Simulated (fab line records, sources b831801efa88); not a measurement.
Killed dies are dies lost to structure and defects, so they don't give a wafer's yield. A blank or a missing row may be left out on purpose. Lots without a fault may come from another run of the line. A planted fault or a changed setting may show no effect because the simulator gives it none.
Which tool did it? | flow sky130 | 14 lots, 42 wafers sampled, at 4 steps of a route of 708

WHAT THE GAUGES READ, wafer by wafer
SKY_LOCAL_INTERCONNECT_RS_MEAS_01: measures by four-point-probe.
lot  | measured     | on            | LOCAL_INTERCONNECT_TIN_RS (ohm/sq)
L128 | day 29 11:59 | film_metro-02 | 13.97 14.05 14.15
L129 | day 30 00:56 | film_metro-03 | 14.15 14.07 14.16
L130 | day 30 11:30 | film_metro-04 | 14.41 14.25 14.26
L131 | day 30 18:46 | film_metro-04 | 14.15 14.01 13.93
L136 | day 32 04:50 | film_metro-04 | 14.15 14.25 14.09
L137 | day 32 15:14 | film_metro-03 | 13.85 14.09 13.88
L138 | day 32 18:22 | film_metro-02 | 14.16 14.06 13.92
L139 | day 33 03:01 | film_metro-02 | 14.23 14.56 14.30
L141 | day 33 15:55 | film_metro-04 | 14.11 14.29 14.13
L140 | day 33 18:55 | film_metro-04 | 14.24 14.20 14.24
L146 | day 35 03:25 | film_metro-03 | 14.07 14.01 13.92
L148 | day 35 21:58 | film_metro-03 | 14.05 14.05 14.19
L149 | day 36 00:02 | film_metro-04 | 14.11 14.12 13.95
L151 | day 36 18:33 | film_metro-02 | 14.03 14.19 14.06

SKY_LOCAL_INTERCONNECT_OVL_MEAS_12.
lot  | measured     | on         | LOCAL_INTERCONNECT_OVL (nm)
L128 | day 30 15:44 | overlay-01 | 0 -3 -4
L129 | day 31 05:00 | overlay-01 | -10 -10 -14
L130 | day 31 14:17 | overlay-01 | 2 -1 -4
L131 | day 31 22:37 | overlay-01 | 4 0 8
L136 | day 33 08:00 | overlay-02 | -3 3 -2
L137 | day 33 17:49 | overlay-01 | 1 -9 -10
L138 | day 33 21:14 | overlay-01 | -7 -4 -5
L139 | day 34 06:31 | overlay-01 | -8 -9 -6
L141 | day 34 19:01 | overlay-01 | 1 1 12
L140 | day 34 21:29 | overlay-01 | -5 -1 -8
L146 | day 36 06:17 | overlay-01 | 2 6 7
L148 | day 36 23:38 | overlay-02 | -5 -7 -11
L149 | day 37 02:02 | overlay-02 | 0 -8 -3
L151 | day 37 20:19 | overlay-02 | 0 -4 -5

SKY_CONTACT_BOW_MEAS_05.
lot  | measured     | on            | CONTACT_BOW (um)
L128 | day 30 17:07 | film_metro-04 | 78 76 80
L129 | day 31 06:19 | film_metro-03 | 73 78 81
L130 | day 31 15:36 | film_metro-04 | 89 81 84
L131 | day 32 00:00 | film_metro-04 | 82 89 75
L136 | day 33 09:19 | film_metro-03 | 79 86 78
L137 | day 33 19:05 | film_metro-01 | 85 80 74
L138 | day 33 22:32 | film_metro-04 | 89 96 99
L139 | day 34 07:53 | film_metro-04 | 87 85 86
L141 | day 34 20:28 | film_metro-03 | 79 81 77
L140 | day 34 22:49 | film_metro-04 | 86 96 84
L146 | day 36 07:34 | film_metro-01 | 76 83 82
L148 | day 37 00:53 | film_metro-01 | 78 92 78
L149 | day 37 03:19 | film_metro-04 | 81 97 84
L151 | day 37 21:38 | film_metro-01 | 70 74 73

WHICH TOOL RAN EACH LOT (tool, then ch and the chambers of the sampled wafers, then the start)
lot  | SKY_LOCAL_INTERCONNECT_STRIP_16
L128 | wet_bench-03 ch 2, day 30 16:06
L129 | wet_bench-02 ch 1, day 31 05:15
L130 | wet_bench-04 ch 2, day 31 14:32
L131 | wet_bench-02 ch 3, day 31 22:50
L136 | wet_bench-02 ch 0, day 33 08:16
L137 | wet_bench-03 ch 0, day 33 18:04
L138 | wet_bench-02 ch 3, day 33 21:29
L139 | wet_bench-04 ch 1, day 34 06:52
L141 | wet_bench-02 ch 1, day 34 19:22
L140 | wet_bench-02 ch 3, day 34 21:44
L146 | wet_bench-04 ch 3, day 36 06:32
L148 | wet_bench-04 ch 3, day 36 23:53
L149 | wet_bench-03 ch 2, day 37 02:17
L151 | wet_bench-02 ch 2, day 37 20:32
- SKY_LOCAL_INTERCONNECT_STRIP_16: strips in post etch residue remover, time 1223 s.

WHAT THE TOOLS THEMSELVES READ (means of the sampled wafers that have a number; where no wafer has one, the mark that the record gives instead)
SKY_LOCAL_INTERCONNECT_STRIP_16.
lot  | tool         | bath_guard_temp_C (C) | bath_heat_duty_pct (%)
L128 | wet_bench-03 | 72.9                  | 16.4
L129 | wet_bench-02 | 72.5                  | 12.8
L130 | wet_bench-04 | 71.7                  | 13.7
L131 | wet_bench-02 | 71.9                  | 14.3
L136 | wet_bench-02 | 72.7                  | 16.2
L137 | wet_bench-03 | 72.7                  | 13.8
L138 | wet_bench-02 | 71.9                  | 14.1
L139 | wet_bench-04 | -                     | -
L141 | wet_bench-02 | -                     | -
L140 | wet_bench-02 | -                     | -
L146 | wet_bench-04 | 72.1                  | 14.5
L148 | wet_bench-04 | 71.8                  | 14.7
L149 | wet_bench-03 | 72.8                  | 15.9
L151 | wet_bench-02 | 72.4                  | 16.4

THE ANSWER, worked out from the rows above alone
Rule: what is usual is taken from the lots themselves. Put in order of their means at a reading, lots are off if they are a third of the lots or fewer, leave a main group of 4 or more, and stand apart from it by a gap of 3 or more times the standard deviation of the main group's means; of several such gaps the widest counts. A main group whose means are all the same, to the digits that the tables above print for the reading, isn't used. A lot without any number at a reading at which 4 lots or more have one is off too. The other lots that the step has rows for count as sound. The gauges are gone through in route order, then the tools' own readings, and for those a lot's mean is taken as printed above. The first step at which some lot is off is used, and at that step the reading that is off furthest; a lot without a number counts as furthest.
Off: L139, L141, L140, at SKY_LOCAL_INTERCONNECT_STRIP_16 (bath_guard_temp_C). Without a number there: L139, L141, L140. The main group: mean 72.3 C, standard deviation 0.42.
A tool fits if, at that step or a process step before it, it ran every lot that is off, and no sound lot after the first of them. None of those tried fits.

WHAT THE SIMULATOR HAD PUT IN
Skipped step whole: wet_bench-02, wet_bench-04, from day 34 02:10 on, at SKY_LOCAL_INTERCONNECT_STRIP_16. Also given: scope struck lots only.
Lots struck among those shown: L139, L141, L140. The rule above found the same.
